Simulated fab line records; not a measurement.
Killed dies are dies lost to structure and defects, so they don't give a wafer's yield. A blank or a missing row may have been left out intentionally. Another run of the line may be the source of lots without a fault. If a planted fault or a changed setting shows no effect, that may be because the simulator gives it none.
A lot that was struck, set against a sound lot / flow gf180mcu / 20 steps out of a route of 602
Sound: these wafers, L236.3, L236.5, L236.6. The struck wafers were L245.4, L245.5, L245.6. Last of all comes the cause.
Each step with rows lists, per side, the tool, then ch with its chambers, then its first start. Under that, the readings that differ: sound wafers / struck wafers / difference of the means / sigmas: that difference in standard deviations of wafers without a fault.
alike: words and numbers the same on both sides, and readings whose means are apart by under 2 such deviations; not compared: readings that were withheld, readings missing a value for some wafer, numbers with overlapping values and no deviation given by the record, and bounds like >300 which may hide the same value.
A row with sigmas, a row that says differs or no value, or rows on one side alone: a step with any of these is where the two part. When numbers do not overlap yet have no deviation, they are printed without sigmas and do not part them. A reading missing from all wafers of one side parts the sides only when that side holds two or more wafers.

GF_V1_CMP_26: polishes, stops on SiO2, t overpolish 15 s, target thk 0 nm.
  sound on cmp-01 ch 0,1,2, day 21 08:03; struck on cmp-01 ch 0,1,3, day 24 05:39
  alike: motor current A, overpolish run s, time to endpoint s
GF_M2_SPUTTER_00: material Ti, target thk 37.5 nm, time 150 s.
  sound: pvd sputter-04 at day 21 08:15; struck: pvd sputter-04 at day 24 05:56
  alike: throttle valve pct
GF_M2_SPUTTER_01: material TiN, target thk 30 nm, time 25 s.
  sound: pvd sputter-04 at day 21 08:21; struck: pvd sputter-04 at day 24 06:02
  alike: throttle valve pct
then, 2 steps without rows for these wafers: GF_M2_SPUTTER_02 (material AlCu, target thk 450 nm, time 23.9 s); GF_M2_SPUTTER_03 (material Ti, target thk 10 nm, time 6.7 s).
GF_M2_SPUTTER_04: material TiN, target thk 50 nm, time 41.7 s.
  sound: pvd sputter-04 at day 21 08:26; struck: pvd sputter-04 at day 24 06:07
  alike: throttle valve pct
GF_M2_RS_MEAS_05: measurement is done with a four-point probe.
  sound: film metro-04 at day 21 08:31; struck: film metro-02 at day 24 06:13
  alike: M2_ALCU_RS
GF_M2_THK_MEAS_06: measures by xrf.
  sound: film metro-04 at day 21 08:37; struck: film metro-02 at day 24 06:19
  alike: M2_ALCU_THK
then, 4 steps without rows for these wafers: GF_M2_DEHYDRATE_07 (time 60 s); GF_M2_HMDS_08 (prime time 60 s); GF_M2_COAT_09 (resist thk 1000 nm); GF_M2_SOFTBAKE_10 (time 60 s).
GF_M2_EXPOSE_11: exposes mask Metal2, target cd 280 nm.
  sound on krf scanner-02 ch 0, day 21 21:07; struck on krf scanner-01 ch 0, day 24 17:11
  alike: mask
then, 2 steps without rows for these wafers: GF_M2_PEB_12 (peb time 90 s); GF_M2_DEVELOP_13 (develop time 60 s).
GF_M2_CD_MEAS_14 targets a cd of 280 nm.
  sound: cd sem-02 at day 22 08:56; struck: cd sem-01 at day 25 04:16
reading=cd nm (nm); sound=279.6 279.1 280.3; struck=244.5 237.1 261.4; difference=-32.0; sigmas=-27
GF_M2_OVL_MEAS_15:
  sound: overlay-02 at day 22 09:02; struck: overlay-01 at day 25 04:20
  alike: M2_OVL
GF_M2_METAL_ETCH_16: etches the open film in Cl2/BCl3, stops on SiO2, target depth 750.8 nm, time 125.1 s.
  sound on rie metal-03 ch 0,1, day 22 09:06; struck on rie metal-04 ch 0,1, day 25 04:24
reading=model.M2.cd nm (nm); sound=273.5 271.6 276.7; struck=245.6 239.6 265.7; difference=-23.6; sigmas=
  alike: drypump motor current A, oes product au, throttle valve pct
  not compared: rf hours counter h
GF_M2_STRIP_17: strips in O2/N2.
  sound on plasma asher-01 ch 0,1, day 22 09:13; struck on plasma asher-04 ch 0,1, day 25 04:31
reading=heater power w (W); sound=308 316 358; struck=388 354 388; difference=+49; sigmas=+2
  alike: drypump motor current A, oes product au, strip time to endpoint s
  not compared: rf hours counter h
-- the record jumps here: 9 days lie between the struck wafers' starts before and after (it left off in module M2 and takes up again in module PASSIVATION, whose first step shown is number 602 of the route) --
GF_PASSIVATION_PROBE_99:
  the record has rows for the struck wafers here (prober-02, day 33 19:40) and none for the sound ones

WHERE THEY PART
Last at GF_PASSIVATION_PROBE_99 as far as this record goes, first at GF_M2_CD_MEAS_14.

WHY: whatever the simulator had introduced
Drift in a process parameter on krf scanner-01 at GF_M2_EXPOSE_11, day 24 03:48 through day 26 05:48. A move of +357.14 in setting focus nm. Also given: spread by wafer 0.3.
